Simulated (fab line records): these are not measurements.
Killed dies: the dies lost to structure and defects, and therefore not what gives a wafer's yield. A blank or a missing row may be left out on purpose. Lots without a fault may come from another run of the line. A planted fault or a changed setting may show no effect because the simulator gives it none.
Struck lot and sound lot, side by side :: flow sky130 :: 14 steps out of a route of 708
Sound: wafers L187.1, L187.2, L187.3. Struck: wafers L193.2, L193.5, L193.6. The cause is given at the end.
For every step that has rows: the tool of each side, followed by ch and its chambers, followed by its first start. Under that, the readings that differ: sound wafers :: struck wafers :: difference of the means :: sigmas: that difference in standard deviations of wafers without a fault.
alike: same words and numbers on both sides, and readings whose means sit less than 2 such deviations apart. not compared: any withheld reading, any reading some wafer has no value for, any bound like >300 that may hide the same value, and any number with overlapping values for which the record gives no deviation.
A row with sigmas, a row that says differs or no value, or rows on one side alone: a step with any of these is where the two part. Non-overlapping numbers with no deviation appear without sigmas and do not part them. A reading missing from all wafers of one side parts the sides only when that side holds two or more wafers.

first, 5 steps without rows for these wafers: SKY_SD_N_COAT_02 (resist thk 1140 nm); SKY_SD_N_SOFTBAKE_03 (time 60 s); SKY_SD_N_EXPOSE_04 (exposes mask NSDM, target cd 380 nm); SKY_SD_N_PEB_05; SKY_SD_N_DEVELOP_06 (develop time 60 s).
SKY_SD_N_CD_MEAS_07 targets a cd of 380 nm.
  struck on cd sem-01, day 33 01:56; sound on cd sem-02, day 31 04:16
  alike: cd nm
SKY_SD_N_OVL_MEAS_08:
  struck on overlay-02, day 33 02:02; sound on overlay-01, day 31 04:23
  alike: SD_N_OVL
then, 2 steps without rows for these wafers: SKY_SD_N_IMPLANT_09; SKY_SD_N_IMPLANT_10.
SKY_SD_N_STRIP_11: strips in O2/N2.
  sound on plasma asher-02 ch 0,1, day 31 04:43; struck on plasma asher-01 ch 0,1, day 33 02:22
  alike: drypump motor current A, oes product au, strip time to endpoint s
  not compared: rf hours counter h
SKY_SD_N_TW_MEAS_12:
  struck on film metro-02, day 33 02:29; sound on film metro-04, day 31 04:49
reading: SD_N_TW
sound: 3920 3925 3916
struck: 4006 4023 4005
difference: +91
sigmas: +2
then, 1 step without rows for these wafers: SKY_SD_N_CLEAN_13 (cleans in SC1/SC2, time 150 s).
SKY_SD_N_RTA_14: time 2 s.
  sound on rtp anneal-02 ch 0, day 31 04:56; struck on rtp anneal-02 ch 0, day 33 02:35
reading: ramp up c per s
sound: 149.99 150.04 150.03
struck: 45.049 44.992 44.981
difference: -105.013
sigmas: -99 or more
  alike: lamp power pct, wafer_temp_C_max
-- a jump in the record: the struck wafers' starts before and after are 16 days apart (it breaks off in module SD_N and resumes in module PAD_OPEN, where the first step shown is number 708 of the route) --
SKY_PAD_OPEN_PROBE_99:
  record: rows for the struck wafers here (prober-01, day 49 11:26), none for the sound ones

== WHERE THEY PART ==
First at SKY_SD_N_TW_MEAS_12; last, within this record, at SKY_PAD_OPEN_PROBE_99.

WHY: what had been put in by the simulator
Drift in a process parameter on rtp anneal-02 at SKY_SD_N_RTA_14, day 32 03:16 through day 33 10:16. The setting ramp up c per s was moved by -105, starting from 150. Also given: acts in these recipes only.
